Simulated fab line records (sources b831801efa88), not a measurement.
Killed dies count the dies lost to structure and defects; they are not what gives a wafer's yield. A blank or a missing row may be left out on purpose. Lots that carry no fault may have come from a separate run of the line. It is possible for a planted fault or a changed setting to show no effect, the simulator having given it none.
Which tool was responsible? + flow gf180mcu + 21 wafers from 7 lots sampled at 2 of the route's 602 steps

## WHAT THE GAUGES READ, wafer by wafer
GF_HV_LDD_THK_MEAS_55.
| lot  | measured     | on            | HV_LDD_CVD_54_THK (nm) |
|------|--------------|---------------|------------------------|
| L301 | day 13 00:00 | film metro-03 | 10.18 10.11 10.15      |
| L305 | day 14 10:03 | film metro-04 | 9.95 9.89 10.02        |
| L307 | day 15 02:28 | film metro-01 | 9.91 10.02 10.13       |
| L309 | day 15 19:26 | film metro-01 | 9.90 9.91 9.94         |
| L313 | day 17 03:34 | film metro-01 | 9.89 9.88 9.94         |
| L318 | day 18 20:49 | film metro-03 | 14.53 14.47 14.59      |
| L322 | day 20 07:08 | film metro-04 | 9.85 9.86 9.86         |

## TOOL THAT RAN EACH LOT (tool first, then ch and the chambers of the sampled wafers, then the start)
| lot  | GF_HV_LDD_CVD_54            |
|------|-----------------------------|
| L301 | lpcvd-02 ch 1, day 12 22:28 |
| L305 | lpcvd-02 ch 0, day 14 09:02 |
| L307 | lpcvd-01 ch 1, day 15 01:25 |
| L309 | lpcvd-02 ch 1, day 15 18:25 |
| L313 | lpcvd-02 ch 0, day 17 02:32 |
| L318 | lpcvd-02 ch 1, day 18 19:47 |
| L322 | lpcvd-01 ch 0, day 20 06:04 |
- GF_HV_LDD_CVD_54: deposits SiO2 from TEOS, target thk 10 nm, time 75 s.

## THE ANSWER, worked out from the rows above alone
Rule: the lots themselves supply what counts as usual. Put in order of their means at a reading, lots are off if they are a third of the lots or fewer, leave a main group of 4 or more, and stand apart from it by a gap of 3 or more times the standard deviation of the main group's means; of several such gaps the widest counts. A main group whose means are all the same, to the digits that the tables above print for the reading, isn't used. A lot without any number at a reading at which 4 lots or more have one is off too. Where the step has rows for the other lots, those lots are counted as sound.
Off: at GF_HV_LDD_THK_MEAS_55 (HV_LDD_CVD_54_THK), L318. For the main group the mean is 9.97 nm and the standard deviation 0.095.
If a tool, at a process step before that reading, ran all the lots that are off and no sound lot after the first of them, it fits. Those tools and the gauges at GF_HV_LDD_THK_MEAS_55 are tried in the same way. This does not decide it: 2 tools fit, namely lpcvd-02 at GF_HV_LDD_CVD_54 and film metro-03 at GF_HV_LDD_THK_MEAS_55.

## WHAT HAD BEEN PUT IN BY THE SIMULATOR
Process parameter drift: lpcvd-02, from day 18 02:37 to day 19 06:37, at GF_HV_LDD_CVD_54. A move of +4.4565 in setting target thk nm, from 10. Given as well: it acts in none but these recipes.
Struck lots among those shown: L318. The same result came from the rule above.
